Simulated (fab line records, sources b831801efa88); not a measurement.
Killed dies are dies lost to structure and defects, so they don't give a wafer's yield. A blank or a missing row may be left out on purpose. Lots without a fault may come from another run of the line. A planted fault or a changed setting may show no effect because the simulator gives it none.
Chamber matching | flow sfq_line | SFQ_TRILAYER_I1_VIA_BARC_OPEN_VIA_ETCH_071 on rie_diel-02: 4 sister chambers
The step etches BARC in O2, target depth 125 nm, time 41.7 s. 4 wafers are shown with their chamber, then 8 later ones without.

WAFERS WITH THEIR CHAMBER
wafer  | chamber | chamber_pressure_mTorr (mTorr)
L857.1 | 2       | 30.01
L857.2 | 1       | 30.02
L857.6 | 3       | 30.02
L858.1 | 0       | 30.04

WAFERS WITHOUT THEIR CHAMBER
wafer  | chamber_pressure_mTorr (mTorr)
L858.3 | 30.03
L858.6 | 29.98
L860.2 | 30.02
L860.4 | 30.01
L860.6 | 29.98
L861.4 | 30.00
L861.5 | 30.00
L861.6 | 29.96

WHICH CHAMBER EACH WENT THROUGH
wafer  | from the rows above               | in truth
L858.3 | can't be placed: 0 or 1 or 3 or 2 | 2
L858.6 | can't be placed: 2 or 1 or 3 or 0 | 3
L860.2 | can't be placed: 1 or 3 or 2 or 0 | 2
L860.4 | can't be placed: 2 or 1 or 3 or 0 | 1
L860.6 | can't be placed: 2 or 1 or 3 or 0 | 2
L861.4 | can't be placed: 2 or 1 or 3 or 0 | 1
L861.5 | can't be placed: 2 or 1 or 3 or 0 | 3
L861.6 | can't be placed: 2 or 1 or 3 or 0 | 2
Placed correctly: 0 of 8. Can't be placed from these rows: 8 (the true chamber is among the candidates in 8). Placed wrongly: 0.
How it was worked out, from the rows above alone: a wafer's distance from a chamber is the root of the sum, over the readings, of the square of ((its reading less the chamber's mean) divided by the reading's scatter). The wafer belongs to the nearest chamber; if the next one is less than 2 further off, it can't be placed. A chamber's mean is the mean of its shown wafers. The scatter: with one shown wafer a chamber, the root of the mean of the squares of how far each hidden wafer lies from its nearest shown one.
